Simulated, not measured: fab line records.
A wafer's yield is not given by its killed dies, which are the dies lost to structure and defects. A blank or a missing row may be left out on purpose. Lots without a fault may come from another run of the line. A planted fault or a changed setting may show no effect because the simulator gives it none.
Problem report, 8D (eight disciplines) form, completed by code || flow sky130 || the parts of the form that need people (team, actions taken, sign-off) are left out

1. THE PROBLEM
LDD_HVP_TW at SKY_LDD_HVP_TW_MEAS_10 reads a mean of 358.7 on 6 wafers of 2 lots; wafers without a fault read 457.9 with a standard deviation of 3. Measured from the usual mean, that is -33 standard deviations.
The first sign was on wafer L229.1 at day 26 09:28, on film metro-03. The record holds 36 wafers of 12 lots with a number at this step. The rule behind "out" and "out of limits": a value lying over 4 standard deviations away from the usual mean. Any other wafer with a number is counted as sound.

2. WHAT THIS IS AND IS NOT
{"question": "which readings at this step", "is": "LDD_HVP_TW", "is not": "-"}
{"question": "which lots", "is": "L229, L230", "is not": "L215, L216, L217, L218, L220, L221, L222, L223, L231, L236"}
{"question": "which wafers of those lots", "is": "all that have a number", "is not": "-"}
{"question": "read on which gauges", "is": "film metro-01, film metro-03", "is not": "film metro-02"}
{"question": "when", "is": "from day 26 09:28", "is not": "up to then (24 sound wafers); but 6 sound wafers of L231, L236 came after"}

3. WHAT RULES OUT EACH SUSPECT
Counting: a tool at a process step up to the reading stays a suspect if it ran every lot that is out and no sound lot after the first of them.
- the gauge at SKY_LDD_HVP_TW_MEAS_10 has been ruled out. 2 gauges (film metro-01, film metro-03) read the wafers that are out.
- implanter-02 at SKY_LDD_HVP_IMPLANT_08: kept. Every lot that is out went through it, starting with L229 (day 26 09:13), and after that it ran no sound lot; the last sound lot it ran before then is L220 (day 24 04:22). On those wafers its own readings are out: dose ions cm2, faraday current uA.
Left after counting: implanter-02 at SKY_LDD_HVP_IMPLANT_08.

4. THE CAUSE (what the simulator had put in)
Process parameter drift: implanter-02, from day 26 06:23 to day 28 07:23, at SKY_LDD_HVP_IMPLANT_08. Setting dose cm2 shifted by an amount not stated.
After counting, this tool was the only one left.

5. THE CHAIN OF EFFECTS, in route order
One row per reading whose mean, taken over the struck wafers that have a number, lies over 3 standard deviations from the usual. Scope: only readings with a usual standard deviation given in the record; hours: median across lots of the time from each lot's start at the first step in this table that gives one to its start at this step; sigmas: change in usual standard deviations.
{"hours": 0, "step": "SKY_LDD_HVP_IMPLANT_08", "reading": "dose ions cm2", "usual": 1.6998e+13, "on struck wafers": 7.6602e+12, "change": -9.3378e+12, "sigmas": "-99 or more"}
{"hours": 0, "step": "SKY_LDD_HVP_IMPLANT_08", "reading": "faraday current uA", "usual": 95.8, "on struck wafers": 43.3, "change": -52.5, "sigmas": -29}
{"hours": 0, "step": "SKY_LDD_HVP_TW_MEAS_10", "reading": "LDD_HVP_TW", "usual": 457.9, "on struck wafers": 358.7, "change": -99.2, "sigmas": -33}
It contains these process steps:
- SKY_LDD_HVP_IMPLANT_08
Later steps that measure or inspect, where all struck wafers having a row at the step show a number for every such reading and not one has moved that far: SKY_LOCAL_INTERCONNECT_OVL_MEAS_12.

6. HOW IT WOULD HAVE BEEN CAUGHT EARLIER
The first out-of-limits reading at a measuring or inspecting step in this record came at day 26 09:28, 3 hours after the fault's start at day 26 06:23.
The tool's own readings at SKY_LDD_HVP_IMPLANT_08 were out on every struck wafer that the step has a row for (dose ions cm2, faraday current uA): an alarm limit on them would have fired on the first of those.
Lots out: 2; of these, L230 started SKY_LDD_HVP_IMPLANT_08 on implanter-02 after day 26 09:28. Putting the tool on hold at that point would have spared it.
